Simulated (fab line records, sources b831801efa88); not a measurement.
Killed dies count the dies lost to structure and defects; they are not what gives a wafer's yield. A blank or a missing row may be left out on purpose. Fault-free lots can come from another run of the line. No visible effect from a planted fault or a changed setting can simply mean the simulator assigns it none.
Comparing a struck lot with a sound one + flow gf180mcu + 15 out of 602 route steps
Sound: the wafers L165.1, L165.3, L165.6. Wafers struck: L168.2, L168.3, L168.5. The cause comes at the end.
Each step with rows lists, per side, the tool, then ch with its chambers, then its first start. Under that, the readings that differ: sound wafers + struck wafers + difference of the means + sigmas: that difference in standard deviations of wafers without a fault.
alike: readings whose means differ by less than 2 such deviations, and words and numbers that are the same on both sides. not compared: withheld readings, readings that some wafer has no value for, bounds like >300 that may hide the same value, and numbers for which the record gives no deviation and whose values overlap.
The two part at a step that has a row with sigmas, a row that says differs or no value, or rows on one side only. Numbers that don't overlap but have no deviation are shown without sigmas and don't part them. A reading missing from all wafers of one side parts the sides only when that side holds two or more wafers.

first, 1 step without rows for these wafers: GF_STI_CVD_23 (deposits SiO2, target thk 650 nm, time 108.3 s).
GF_STI_THK_MEAS_24:
  sound: filmMetro-03 at day 4 21:08; struck: filmMetro-01 at day 5 16:47
  alike: STI_CVD_23_THK
GF_STI_CMP_25: polishes, stops on Si3N4, t overpolish 33 s, target thk 524.6 nm.
  sound on cmp-01 ch 0,2, day 4 21:11; struck on cmp-02 ch 0,1,2, day 5 16:53
  alike: motorCurrentA, overpolishRunS, timeToEndpointS
then, 4 steps without rows for these wafers: GF_STI_WET_ETCH_26 (etches SiO2 in dHF, target depth 94 nm, time 188 s); GF_STI_WET_ETCH_27 (etches Si3N4 in H3PO4, target depth 160 nm, time 1825 s); GF_STI_WET_ETCH_28 (etches SiO2 in dHF, target depth 20 nm, time 40 s); GF_STI_OXIDATION_29 (stabilise 600 s, purge 300 s, target thk 10 nm).
GF_STI_THK_MEAS_30:
  sound: filmMetro-01 at day 5 01:20; struck: filmMetro-02 at day 5 19:56
  alike: STI_OXIDATION_02_THK
then, 4 steps without rows for these wafers: GF_DNWELL_DEHYDRATE_00 (time 60 s); GF_DNWELL_HMDS_01 (prime time 60 s); GF_DNWELL_COAT_02 (resist thk 3000 nm); GF_DNWELL_SOFTBAKE_03.
GF_DNWELL_EXPOSE_04: exposes mask DNWELL, target cd 1700 nm.
  sound on ilineStepper-02 ch 0, day 5 08:20; struck on ilineStepper-01 ch 0, day 6 02:47
| reading | sound                      | struck                              | difference | sigmas |
|---------|----------------------------|-------------------------------------|------------|--------|
| mask    | DNWELL#0 DNWELL#0 DNWELL#0 | DNWELL_R1#0 DNWELL_R1#0 DNWELL_R1#0 | differs    |        |
after that, 1 step had no rows for these wafers: GF_DNWELL_PEB_05.
-- the record jumps here: 28 days lie between the struck wafers' starts before and after (it left off in module DNWELL and takes up again in module PASSIVATION, whose first step shown is number 602 of the route) --
GF_PASSIVATION_PROBE_99:
  sound: prober-01 at day 32 16:06; struck: prober-01 at day 33 14:56
| reading                         | sound           | struck                                                            | difference                   | sigmas |
|---------------------------------|-----------------|-------------------------------------------------------------------|------------------------------|--------|
| hold                            | - - -           | awaitDispo/1.6h/scrap awaitDispo/1.6h/scrap awaitDispo/1.6h/scrap | no value on the sound wafers |        |
| model.etest.dnwell.widthNm (nm) | 1702 1700 1700  | 1957 1953 1955                                                    | +254                         |        |
| model.etest.dnwell.lineOhmUm    | 551.4 557.7 557 | 476.5 474.1 481                                                   | -78.2                        |        |

== WHERE THEY PART ==
First at GF_DNWELL_EXPOSE_04; last, within this record, at GF_PASSIVATION_PROBE_99.

WHY: whatever the simulator had introduced
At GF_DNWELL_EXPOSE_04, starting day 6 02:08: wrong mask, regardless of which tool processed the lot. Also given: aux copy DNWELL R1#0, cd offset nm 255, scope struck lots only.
